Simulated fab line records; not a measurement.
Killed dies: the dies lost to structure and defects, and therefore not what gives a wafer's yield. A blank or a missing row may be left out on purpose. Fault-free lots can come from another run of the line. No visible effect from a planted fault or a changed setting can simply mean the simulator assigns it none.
Chamber matching	flow sky130	SKY_VIA3_CMP_24 on cmp-01 has 4 sister chambers
The step polishes, stops on SiO2, t overpolish 20 s, target thk 0 nm. 20 wafers are shown with their chamber, then 10 later ones without.

WAFERS, EACH WITH ITS CHAMBER
wafer	chamber	motor-current-A (A)	overpolish-run-s (s)	platen-rpm (rpm)
L077.3	3	11.7	20.000	60.01
L077.4	2	11.0	20.003	59.97
L077.6	3	11.5	19.988	60.03
L078.1	2	11.2	19.999	59.98
L078.2	3	11.7	19.974	60.02
L078.3	0	12.1	19.993	59.98
L079.1	1	13.4	20.008	59.95
L079.2	2	11.1	20.007	59.92
L079.5	2	11.4	20.003	59.99
L080.3	1	13.5	20.001	60.08
L080.4	0	12.3	19.995	59.97
L080.5	1	12.4	19.993	60.01
L082.2	2	11.0	20.000	60.03
L082.3	0	12.0	19.995	59.99
L082.6	2	11.1	20.000	60.02
L084.1	0	12.2	20.009	60.01
L084.4	1	12.6	20.010	59.95
L084.6	0	11.3	19.989	59.98
L086.1	2	11.2	19.997	60.03
L086.3	3	11.7	20.008	60.04

SIGNATURES (means of the wafers above)
reading	chamber 0	chamber 1	chamber 2	chamber 3	scatter within a chamber
motor-current-A	11.980	12.975	11.143	11.650	0.326
overpolish-run-s	19.99620	20.00300	20.00129	19.99250	0.00841
platen-rpm	59.9860	59.9975	59.9914	60.0250	0.0374
Rule: distance of a wafer from a chamber = root of the sum over the readings of ((wafer's reading minus chamber's mean) / reading's scatter) squared. The wafer belongs to the nearest chamber; if the next one is less than 2 further off, it can't be placed. The scatter: the root of (the sum of the squares of (reading less its chamber's mean) over the shown wafers, divided by (wafers less chambers)).

WAFERS MISSING THEIR CHAMBER
wafer	motor-current-A (A)	overpolish-run-s (s)	platen-rpm (rpm)
L086.5	13.4	20.004	60.00
L090.2	13.3	20.003	60.02
L090.3	12.3	20.012	59.95
L090.5	11.5	20.001	60.00
L093.1	11.1	19.999	60.02
L093.2	12.9	19.986	60.00
L093.4	11.6	19.999	60.02
L094.1	11.5	19.997	60.04
L094.2	11.9	20.012	60.00
L094.6	12.2	20.000	60.00

EACH ONE'S CHAMBER
wafer	from the rows above	in truth
L086.5	1	1
L090.2	1	1
L090.3	can't be placed: 0 or 1 or 3 or 2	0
L090.5	can't be placed: 2 or 3 or 0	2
L093.1	can't be placed: 2 or 3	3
L093.2	can't be placed: 1 or 0 or 3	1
L093.4	can't be placed: 3 or 0 or 2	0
L094.1	can't be placed: 3 or 2 or 0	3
L094.2	can't be placed: 0 or 3 or 2 or 1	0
L094.6	can't be placed: 0 or 3 or 1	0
2 of 10 placed correctly. Cannot be placed on the basis of these rows: 8; the candidates contain the true chamber in 8. Number placed wrongly: 0.
